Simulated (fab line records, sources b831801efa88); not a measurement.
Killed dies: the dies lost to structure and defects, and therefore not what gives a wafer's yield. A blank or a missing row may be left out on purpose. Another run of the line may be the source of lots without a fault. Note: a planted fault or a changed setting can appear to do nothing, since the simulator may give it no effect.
fab line records / flow sky130
record lots=14 wafers=42 last-day=50
route steps=708 shown PWDE@53
lots that met no fault: from a run of the same line without faults
start-h: start of the lot's first displayed wafer, in hours after the record's first day / wait-h: hours elapsed since this lot's preceding step / " repeats the value in the row above / L1.1+2: a row that stands for several wafers / - either no value or no given start / * or withheld: withheld / < > ~ a bound
route shown NAME@n: NAME is a module with steps in the file, n the number in the route of the first one / usual: mean/standard deviation of fault-free wafers / same: alike in all rows / chamber/n: place in a boat / sites: per-site readings / _std_site: standard deviation across them / _edge_site: mean of outer sites minus mean of inner sites / radius-mm: how far each site lies from the wafer's centre / mask NAME#n: copy n / behind: the tool/chamber that last shaped the wafer / hold: reason for holding the lot/hours on hold/outcome of the hold / device: which transistor (n, p or np) failed to switch / end of line: tests of these same wafers at the route's end / a step with no rows: only its recipe / killed: dies lost to structure and defects at the first sort, not the wafer's yield / map: a wafer's dies, marking killed ones x, the rest . and places with no die _
set.NAME: the setting the step ran with; set.NAME@STEP: the setting that earlier step ran with / model.NAME: the simulator's own value behind a step, which no gauge read
route steps across a sampled set of lots; one table per step, one row per wafer
services: when a tool's chamber went out of use (start-h, in hours from the record's first day, below 0 if earlier), for how many hours, and the reason
## steps
# step SKY_PWDE_IMPLANT_08
# recipe species=B energy-kev=150 dose-cm2=3.6e+12 tilt-deg=withheld
# usual beam-energy-keV=150.00/0.047
lot.wafer=L409.3 tool=implanter-01 chamber=0 start-h=85.00 wait-h=0.1 beam-energy-keV=150.05
lot.wafer=L409.5 tool=implanter-01 chamber=0 start-h=85.00 wait-h=0.1 beam-energy-keV=149.95
lot.wafer=L409.6 tool=implanter-01 chamber=0 start-h=85.00 wait-h=0.1 beam-energy-keV=150.05
lot.wafer=L410.1 tool=implanter-04 chamber=0 start-h=85.12 wait-h=0.0 beam-energy-keV=150.09
lot.wafer=L410.2 tool=implanter-04 chamber=0 start-h=85.12 wait-h=0.0 beam-energy-keV=150.08
lot.wafer=L410.4 tool=implanter-04 chamber=0 start-h=85.12 wait-h=0.0 beam-energy-keV=150.06
lot.wafer=L419.1 tool=implanter-03 chamber=0 start-h=132.05 wait-h=0.0 beam-energy-keV=182.43
lot.wafer=L419.3 tool=implanter-03 chamber=0 start-h=132.05 wait-h=0.0 beam-energy-keV=182.46
lot.wafer=L419.6 tool=implanter-03 chamber=0 start-h=132.05 wait-h=0.0 beam-energy-keV=182.44
lot.wafer=L420.2 tool=implanter-03 chamber=0 start-h=141.64 wait-h=0.0 beam-energy-keV=182.44
lot.wafer=L420.5 tool=implanter-03 chamber=0 start-h=141.64 wait-h=0.0 beam-energy-keV=182.47
lot.wafer=L420.6 tool=implanter-03 chamber=0 start-h=141.64 wait-h=0.0 beam-energy-keV=182.49
lot.wafer=L421.3 tool=implanter-01 chamber=0 start-h=145.25 wait-h=0.1 beam-energy-keV=150.01
lot.wafer=L421.4 tool=implanter-01 chamber=0 start-h=145.25 wait-h=0.1 beam-energy-keV=149.98
lot.wafer=L421.5 tool=implanter-01 chamber=0 start-h=145.25 wait-h=0.1 beam-energy-keV=150.03
lot.wafer=L422.1 tool=implanter-01 chamber=0 start-h=151.22 wait-h=0.0 beam-energy-keV=149.99
lot.wafer=L422.3 tool=implanter-01 chamber=0 start-h=151.22 wait-h=0.0 beam-energy-keV=149.90
lot.wafer=L422.4 tool=implanter-01 chamber=0 start-h=151.22 wait-h=0.0 beam-energy-keV=149.98
lot.wafer=L423.1 tool=implanter-01 chamber=0 start-h=154.00 wait-h=0.0 beam-energy-keV=149.97
lot.wafer=L423.2 tool=implanter-01 chamber=0 start-h=154.00 wait-h=0.0 beam-energy-keV=149.98
lot.wafer=L423.6 tool=implanter-01 chamber=0 start-h=154.00 wait-h=0.0 beam-energy-keV=150.03
lot.wafer=L424.1 tool=implanter-01 chamber=0 start-h=160.20 wait-h=0.0 beam-energy-keV=149.96
lot.wafer=L424.2 tool=implanter-01 chamber=0 start-h=160.20 wait-h=0.0 beam-energy-keV=150.02
lot.wafer=L424.3 tool=implanter-01 chamber=0 start-h=160.20 wait-h=0.0 beam-energy-keV=149.94
lot.wafer=L425.1 tool=implanter-04 chamber=0 start-h=163.65 wait-h=0.0 beam-energy-keV=149.98
lot.wafer=L425.2 tool=implanter-04 chamber=0 start-h=163.65 wait-h=0.0 beam-energy-keV=150.09
lot.wafer=L425.4 tool=implanter-04 chamber=0 start-h=163.65 wait-h=0.0 beam-energy-keV=150.07
lot.wafer=L426.3 tool=implanter-04 chamber=0 start-h=169.40 wait-h=0.1 beam-energy-keV=150.03
lot.wafer=L426.5 tool=implanter-04 chamber=0 start-h=169.40 wait-h=0.1 beam-energy-keV=149.99
lot.wafer=L426.6 tool=implanter-04 chamber=0 start-h=169.40 wait-h=0.1 beam-energy-keV=150.02
lot.wafer=L427.4 tool=implanter-04 chamber=0 start-h=177.64 wait-h=0.1 beam-energy-keV=149.96
lot.wafer=L427.5 tool=implanter-04 chamber=0 start-h=177.64 wait-h=0.1 beam-energy-keV=149.90
lot.wafer=L427.6 tool=implanter-04 chamber=0 start-h=177.64 wait-h=0.1 beam-energy-keV=149.95
lot.wafer=L428.3 tool=implanter-04 chamber=0 start-h=183.07 wait-h=0.1 beam-energy-keV=150.00
lot.wafer=L428.4 tool=implanter-04 chamber=0 start-h=183.07 wait-h=0.1 beam-energy-keV=150.01
lot.wafer=L428.6 tool=implanter-04 chamber=0 start-h=183.07 wait-h=0.1 beam-energy-keV=149.95
lot.wafer=L429.2 tool=implanter-01 chamber=0 start-h=187.32 wait-h=0.0 beam-energy-keV=150.00
lot.wafer=L429.4 tool=implanter-01 chamber=0 start-h=187.32 wait-h=0.0 beam-energy-keV=150.00
lot.wafer=L429.6 tool=implanter-01 chamber=0 start-h=187.32 wait-h=0.0 beam-energy-keV=149.95
lot.wafer=L431.2 tool=implanter-01 chamber=0 start-h=197.49 wait-h=0.0 beam-energy-keV=149.99
lot.wafer=L431.3 tool=implanter-01 chamber=0 start-h=197.49 wait-h=0.0 beam-energy-keV=149.95
lot.wafer=L431.4 tool=implanter-01 chamber=0 start-h=197.49 wait-h=0.0 beam-energy-keV=149.96
# step SKY_NWELL_RS_MEAS_31
# recipe thk-meas-gauge=four-point-probe
# usual PWDE_RS=5277/18
lot.wafer=L409.3 tool=film-metro-04 chamber=- start-h=122.83 wait-h=0.1 PWDE_RS[ohm/sq]=5288
lot.wafer=L409.5 tool=film-metro-04 chamber=- start-h=122.83 wait-h=0.1 PWDE_RS[ohm/sq]=5272
lot.wafer=L409.6 tool=film-metro-04 chamber=- start-h=122.83 wait-h=0.1 PWDE_RS[ohm/sq]=5267
lot.wafer=L410.1 tool=film-metro-02 chamber=- start-h=123.14 wait-h=0.1 PWDE_RS[ohm/sq]=5269
lot.wafer=L410.2 tool=film-metro-02 chamber=- start-h=123.14 wait-h=0.1 PWDE_RS[ohm/sq]=5256
lot.wafer=L410.4 tool=film-metro-02 chamber=- start-h=123.14 wait-h=0.1 PWDE_RS[ohm/sq]=5281
lot.wafer=L419.1 tool=film-metro-03 chamber=- start-h=173.17 wait-h=0.1 PWDE_RS[ohm/sq]=5221
lot.wafer=L419.3 tool=film-metro-03 chamber=- start-h=173.17 wait-h=0.1 PWDE_RS[ohm/sq]=5203
lot.wafer=L419.6 tool=film-metro-03 chamber=- start-h=173.17 wait-h=0.1 PWDE_RS[ohm/sq]=5206
lot.wafer=L420.2 tool=film-metro-03 chamber=- start-h=183.09 wait-h=0.1 PWDE_RS[ohm/sq]=5242
lot.wafer=L420.5 tool=film-metro-03 chamber=- start-h=183.09 wait-h=0.1 PWDE_RS[ohm/sq]=5223
lot.wafer=L420.6 tool=film-metro-03 chamber=- start-h=183.09 wait-h=0.1 PWDE_RS[ohm/sq]=5227
lot.wafer=L421.3 tool=film-metro-04 chamber=- start-h=187.91 wait-h=0.1 PWDE_RS[ohm/sq]=5293
lot.wafer=L421.4 tool=film-metro-04 chamber=- start-h=187.91 wait-h=0.1 PWDE_RS[ohm/sq]=5307
lot.wafer=L421.5 tool=film-metro-04 chamber=- start-h=187.91 wait-h=0.1 PWDE_RS[ohm/sq]=5283
lot.wafer=L422.1 tool=film-metro-03 chamber=- start-h=192.32 wait-h=0.1 PWDE_RS[ohm/sq]=5264
lot.wafer=L422.3 tool=film-metro-03 chamber=- start-h=192.32 wait-h=0.1 PWDE_RS[ohm/sq]=5267
lot.wafer=L422.4 tool=film-metro-03 chamber=- start-h=192.32 wait-h=0.1 PWDE_RS[ohm/sq]=5285
lot.wafer=L423.1 tool=film-metro-03 chamber=- start-h=197.07 wait-h=0.1 PWDE_RS[ohm/sq]=5279
lot.wafer=L423.2 tool=film-metro-03 chamber=- start-h=197.07 wait-h=0.1 PWDE_RS[ohm/sq]=5283
lot.wafer=L423.6 tool=film-metro-03 chamber=- start-h=197.07 wait-h=0.1 PWDE_RS[ohm/sq]=5283
lot.wafer=L424.1 tool=film-metro-02 chamber=- start-h=203.02 wait-h=0.1 PWDE_RS[ohm/sq]=5299
lot.wafer=L424.2 tool=film-metro-02 chamber=- start-h=203.02 wait-h=0.1 PWDE_RS[ohm/sq]=5277
lot.wafer=L424.3 tool=film-metro-02 chamber=- start-h=203.02 wait-h=0.1 PWDE_RS[ohm/sq]=5270
lot.wafer=L425.1 tool=film-metro-03 chamber=- start-h=207.07 wait-h=0.1 PWDE_RS[ohm/sq]=5251
lot.wafer=L425.2 tool=film-metro-03 chamber=- start-h=207.07 wait-h=0.1 PWDE_RS[ohm/sq]=5259
lot.wafer=L425.4 tool=film-metro-03 chamber=- start-h=207.07 wait-h=0.1 PWDE_RS[ohm/sq]=5268
lot.wafer=L426.3 tool=film-metro-03 chamber=- start-h=211.46 wait-h=0.1 PWDE_RS[ohm/sq]=5267
lot.wafer=L426.5 tool=film-metro-03 chamber=- start-h=211.46 wait-h=0.1 PWDE_RS[ohm/sq]=5284
lot.wafer=L426.6 tool=film-metro-03 chamber=- start-h=211.46 wait-h=0.1 PWDE_RS[ohm/sq]=5261
lot.wafer=L427.4 tool=film-metro-04 chamber=- start-h=221.35 wait-h=0.1 PWDE_RS[ohm/sq]=5278
lot.wafer=L427.5 tool=film-metro-04 chamber=- start-h=221.35 wait-h=0.1 PWDE_RS[ohm/sq]=5285
lot.wafer=L427.6 tool=film-metro-04 chamber=- start-h=221.35 wait-h=0.1 PWDE_RS[ohm/sq]=5285
lot.wafer=L428.3 tool=film-metro-04 chamber=- start-h=225.87 wait-h=0.1 PWDE_RS[ohm/sq]=5273
lot.wafer=L428.4 tool=film-metro-04 chamber=- start-h=225.87 wait-h=0.1 PWDE_RS[ohm/sq]=5251
lot.wafer=L428.6 tool=film-metro-04 chamber=- start-h=225.87 wait-h=0.1 PWDE_RS[ohm/sq]=5229
lot.wafer=L429.2 tool=film-metro-02 chamber=- start-h=231.96 wait-h=0.1 PWDE_RS[ohm/sq]=5282
lot.wafer=L429.4 tool=film-metro-02 chamber=- start-h=231.96 wait-h=0.1 PWDE_RS[ohm/sq]=5268
lot.wafer=L429.6 tool=film-metro-02 chamber=- start-h=231.96 wait-h=0.1 PWDE_RS[ohm/sq]=5298
lot.wafer=L431.2 tool=film-metro-02 chamber=- start-h=241.59 wait-h=0.1 PWDE_RS[ohm/sq]=5310
lot.wafer=L431.3 tool=film-metro-02 chamber=- start-h=241.59 wait-h=0.1 PWDE_RS[ohm/sq]=5318
lot.wafer=L431.4 tool=film-metro-02 chamber=- start-h=241.59 wait-h=0.1 PWDE_RS[ohm/sq]=5314
## services
tool=implanter-01 chamber=- start-h=116.21 hours=1.8 kind=repair
tool=implanter-03 chamber=- start-h=153.98 hours=1.2 kind=repair
## key
first-sign step=SKY_PWDE_IMPLANT_08 reading=beam-energy-keV direction=up sigmas=99+ usual=* struck=*
effect step=SKY_NWELL_RS_MEAS_31 reading=PWDE_RS direction=down sigmas=3.1 usual=5277 struck=5220
met-at SKY_PWDE_IMPLANT_08
struck-lots L419,L420
tester-left-out L419,L420
fault kind=process-parameter-drift tool=implanter-03 chamber=- onset-h=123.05 steps=SKY_PWDE_IMPLANT_08 channel=energy-kev offset=* shape=step end-h=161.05 acts-in=* stated=*
# tester-left-out: of these lots the tester's yield and bins aren't shown, on N5 and GAA mostly nor the transistor test; their killed dies are dies lost to structure and defects alone, not to doping, threshold or leakage, so they don't give the yield
